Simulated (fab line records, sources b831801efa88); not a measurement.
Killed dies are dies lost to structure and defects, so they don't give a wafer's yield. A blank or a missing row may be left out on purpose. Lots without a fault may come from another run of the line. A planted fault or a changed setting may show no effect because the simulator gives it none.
A struck lot beside a sound one | flow sky130 | 37 steps out of a route of 708
Sound: wafers L338.1, L338.3, L338.5. Struck: wafers L331.1, L331.6. (L331.2 of the same lot was not struck and is left out.) The cause comes at the end.
At each step with rows: each side's tool, then ch and its chambers, then its first start. Under that, the readings that differ: sound wafers | struck wafers | difference of the means | sigmas: that difference in standard deviations of wafers without a fault.
alike: readings whose means differ by less than 2 such deviations, and words and numbers that are the same on both sides. not compared: withheld readings, readings that some wafer has no value for, bounds like >300 that may hide the same value, and numbers for which the record gives no deviation and whose values overlap.
The two part at a step that has a row with sigmas, a row that says differs or no value, or rows on one side only. Numbers that don't overlap but have no deviation are shown without sigmas and don't part them. A reading that every wafer of one side lacks parts them only if that side has two wafers or more.

first, 10 steps without rows for these wafers: SKY_VIA2_CLEAN_18 (cleans in IPA, time 180 s); SKY_VIA2_CLEAN_19 (cleans in O3/DIW); SKY_VIA2_SPUTTER_20 (material TiN, target thk 20 nm, time 80 s); SKY_VIA2_CVD_21 (deposits W, target thk 420 nm, time 126.4 s); SKY_VIA2_CMP_24 (polishes, stops on SiO2, t overpolish 20 s, target thk 0 nm); SKY_METAL3_SPUTTER_00 (material Ti, target thk 15 nm, time 10 s); SKY_METAL3_SPUTTER_01 (material TiN, target thk 20 nm, time 16.7 s); SKY_METAL3_SPUTTER_02 (material AlCu, target thk 735 nm, time 39.1 s); SKY_METAL3_SPUTTER_03 (material Ti, target thk 5 nm, time 3.3 s); SKY_METAL3_SPUTTER_04 (material TiN, target thk 70 nm, time 58.3 s).
SKY_CAPM_CVD_00: deposits SiO2, target thk 15.5 nm.
  sound on pecvd-01 ch 1,2, day 42 04:50; struck on pecvd-02 ch 0, day 39 16:59
  reading                               | sound             | struck      | difference                    | sigmas
  heater_power_w (W)                    | 583 524 590       | 937 941     | +373                          | +3
  rf_fwd_power_W (W)                    | 439.5 444.1 439.2 | - -         | no value on the struck wafers |
  model.SiO2_of_CAPM_CVD_00.thk_nm (nm) | 15.08 15.37 15.31 | 9.311 9.271 | -5.962                        |
SKY_CAPM_THK_MEAS_01:
  sound on film_metro-04, day 42 04:52; struck on film_metro-01, day 39 17:01
  reading              | sound             | struck    | difference | sigmas
  CAPM_CVD_00_THK (nm) | 15.08 15.37 15.25 | 9.33 9.29 | -5.92      | -25
then, 23 steps without rows for these wafers: SKY_CAPM_SPUTTER_02 (material TiN, target thk 200 nm, time 166.7 s); SKY_CAPM_DEHYDRATE_05 (time 60 s); SKY_CAPM_HMDS_06 (prime time 60 s); SKY_CAPM_COAT_07 (resist thk 1140 nm); SKY_CAPM_SOFTBAKE_08 (time 60 s); SKY_CAPM_EXPOSE_09 (exposes mask CAPM, target cd 1000 nm); SKY_CAPM_PEB_10; SKY_CAPM_DEVELOP_11 (develop time 60 s); SKY_CAPM_METAL_ETCH_13 (etches TiN in Cl2/BCl3, stops on SiO2, target depth 220 nm, time 62.9 s); SKY_CAPM_STRIP_14 (strips in O2/N2); SKY_CAPM_STRIP_15 (strips in post etch residue remover, time 1200 s); SKY_CAPM_CLEAN_16 (cleans in IPA, time 180 s); SKY_CAPM_CLEAN_17 (cleans in O3/DIW); SKY_METAL3_DEHYDRATE_05 (time 60 s); SKY_METAL3_HMDS_06 (prime time 60 s); SKY_METAL3_COAT_07 (resist thk 60 nm); SKY_METAL3_COAT_08 (resist thk 1140 nm); SKY_METAL3_SOFTBAKE_09 (time 90 s); SKY_METAL3_EXPOSE_10 (exposes mask MM3, target cd 300 nm); SKY_METAL3_PEB_11; SKY_METAL3_DEVELOP_12 (develop time 60 s); SKY_METAL3_DESCUM_15 (chemistry O2, time 8 s); SKY_METAL3_ETCH_16 (etches BARC in N2/H2, stops on SiO2, time 88.2 s, target depth 60 nm).
-- the record jumps here: 2 days lie between the struck wafers' starts before and after --
SKY_METAL3_ETCH_17: etches SiO2 in C4F8/O2/Ar, stops on TiN, time 3.9 s, target depth 15 nm.
  sound on rie_diel-03 ch 0,1,3, day 44 02:59; struck on rie_diel-02 ch 1, day 41 21:53
  reading                  | sound             | struck      | difference | sigmas
  oes_product_au (a.u.)    | 0.748 0.750 0.742 | 0.600 0.601 | -0.146     | -19
  model.etch.depth_nm (nm) | 15.08 15.37 15.31 | 9.311 9.271 | -5.962     |
  alike: rf_fwd_power_W
  not compared: rf_hours_counter_h
-- the record jumps here: 7 days lie between the struck wafers' starts before and after (it left off in module METAL3 and takes up again in module PAD_OPEN, whose first step shown is number 708 of the route) --
SKY_PAD_OPEN_PROBE_99:
  sound on prober-02, day 50 04:14; struck on prober-01, day 48 12:24
  reading                               | sound                | struck              | difference | sigmas
  model.etest.tester.sort_n_pass        | 416 405 407          | 0 0                 | -409       |
  model.etest.tester.sort_bin_5_pct (%) | 7.317 8.74 11.18     | 90.45 94.11         | +83.20     |
  model.etest.tester.sort_yield_pct (%) | 84.55 82.32 82.72    | 0 0                 | -83        |
  model.etest.cap_mim.bv_v (V)          | 13.74 13.65 14.28    | 8.156 8             | -5.812     |
  model.etest.cap_mim.leak_log10_a_cm2  | -8.884 -8.962 -9.027 | -6.383 -6.423       | +2.555     |
  model.etest.cap_mim.c_ff_um2          | 2.402 2.378 2.358    | 3.896 3.913         | +1.525     |
  model.etest.tester.sort_bin_4_pct (%) | 0 0 0                | 8.338e-08 1.164e-06 | +6.237e-07 |
  model.etest.tester.sort_bin_8_pct (%) | 0 0 0                | 5.697e-23 9.197e-25 | +2.894e-23 |
  alike: defect_limited_yield, killed_at_M0_to_M3, killed_at_M4_up, killed_at_contacts, killed_at_front_end, killed_at_other, killed_dies, killed_on_rim, killed_open, killed_short

WHERE THEY PART
First at SKY_CAPM_CVD_00; last, within this record, at SKY_METAL3_ETCH_17. Later steps at which nothing parts them and some readings are alike: SKY_PAD_OPEN_PROBE_99.

WHY: what the simulator had put in
Process parameter drift: pecvd-02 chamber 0, from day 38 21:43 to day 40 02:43, at SKY_CAPM_CVD_00. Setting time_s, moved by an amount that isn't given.
